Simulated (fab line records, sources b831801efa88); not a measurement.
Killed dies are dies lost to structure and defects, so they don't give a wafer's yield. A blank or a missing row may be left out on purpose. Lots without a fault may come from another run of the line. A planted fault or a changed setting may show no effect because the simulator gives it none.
Split-lot experiment | flow sky130 | 5 lots, 26 wafers read, on a route of 708 steps

THE SPLIT
At SKY_SONOS_ONO_DEVELOP_12 (develop time 60 s), the setting develop_time_s was moved away from the recipe's 60 s on 8 of the 26 wafers read, by -57.0% to +28.2%. The other wafers ran this setting at the recipe's value.

The file shows no step between the split and the reading.

THE READING
SONOS_ONO.cd_nm (the simulator's own value, which no gauge read), in nm, at SKY_SONOS_ONO_ETCH_15 (etches the open film in CHF3/O2, target depth 19.52 nm, time 7.8 s). The file gives no usual value for it. The 18 wafers here that ran the recipe average 409.2 nm, standard deviation 2.8 nm.

wafer  | tool, chamber at the split | develop_time_s as run, s | against the recipe | SONOS_ONO.cd_nm, nm | against lot-mates on the recipe
L077.1 | litho_track-03, 0          | 76.95                    | +28.2%             | 383.4               | -23.1
L077.2 | litho_track-03, 0          | 76.95                    | +28.2%             | 384.5               | -22.0
L077.3 | litho_track-03, 0          | 76.95                    | +28.2%             | 383.5               | -23.0
L077.4 | litho_track-03, 0          | 60                       | recipe             | 406.2               | -
L077.5 | litho_track-03, 0          | 60                       | recipe             | 407.5               | -
L077.6 | litho_track-03, 0          | 60                       | recipe             | 405.8               | -
L078.1 | litho_track-03, 0          | 49.39                    | -17.7%             | 426.6               | +17.2
L078.2 | litho_track-03, 0          | 60                       | recipe             | 409.6               | -
L078.3 | litho_track-03, 0          | 60                       | recipe             | 408.7               | -
L078.4 | litho_track-03, 0          | 60                       | recipe             | 409.8               | -
L078.5 | litho_track-03, 0          | 49.39                    | -17.7%             | 429.8               | +20.4
L078.6 | litho_track-03, 0          | 49.39                    | -17.7%             | 427.4               | +18.0
L079.1 | litho_track-02, 0          | 60                       | recipe             | 406.7               | -
L079.2 | litho_track-02, 0          | 60                       | recipe             | 405.5               | -
L079.3 | litho_track-02, 0          | 60                       | recipe             | 407.5               | -
L079.4 | litho_track-02, 0          | 60                       | recipe             | 407.7               | -
L079.5 | litho_track-02, 0          | 60                       | recipe             | 406.4               | -
L079.6 | litho_track-02, 0          | 60                       | recipe             | 409.8               | -
L080.1 | litho_track-03, 0          | 60                       | recipe             | 412.2               | -
L080.2 | litho_track-03, 0          | 25.79                    | -57.0%             | 503                 | +92.7
L080.3 | litho_track-03, 0          | 25.79                    | -57.0%             | 503.2               | +92.9
L080.4 | litho_track-03, 0          | 60                       | recipe             | 410.1               | -
L080.6 | litho_track-03, 0          | 60                       | recipe             | 408.7               | -
L084.1 | litho_track-04, 0          | 60                       | recipe             | 414.6               | -
L084.4 | litho_track-04, 0          | 60                       | recipe             | 414                 | -
L084.5 | litho_track-04, 0          | 60                       | recipe             | 414.2               | -

THE FIT
A straight line over all 26 wafers: SONOS_ONO.cd_nm changes by -1.39 nm for each +1% of develop_time_s; r = -0.97; the points scatter about the line by 6.9 nm.
The same after taking each lot's own level away (the mean of its wafers on the recipe; 26 wafers): -1.35 nm for each +1%; r = -0.97; scatter 7 nm.
On that fit, the largest move of develop_time_s shifts the reading by 77 nm.
The lots' own levels span 406.50 to 414.27 nm, that is 2.7 times the standard deviation above.
So the lot-to-lot level changes the slope little: the two slopes agree.
Check: with one of the wafers moved furthest among these (-57.0%) left out of the fit, the line predicts +72.6 nm for it against its lot-mates. It came out at +92.7 nm against them.

OTHER SPLITS ON THESE WAFERS
These wafers also went through other splits before the reading. Each is held against what the fit with the lots' levels taken away leaves over:
other split on the same wafers | wafers away from the commonest value | r with SONOS_ONO.cd_nm (lot level and that fit taken away)
SKY_FIELD_ISO_ETCH_17 time_s   | 6                                    | +0.26

THE FILE'S OWN FIT
SONOS_ONO.cd_nm changes by -1.4 nm for each +1% of develop_time_s, r = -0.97.
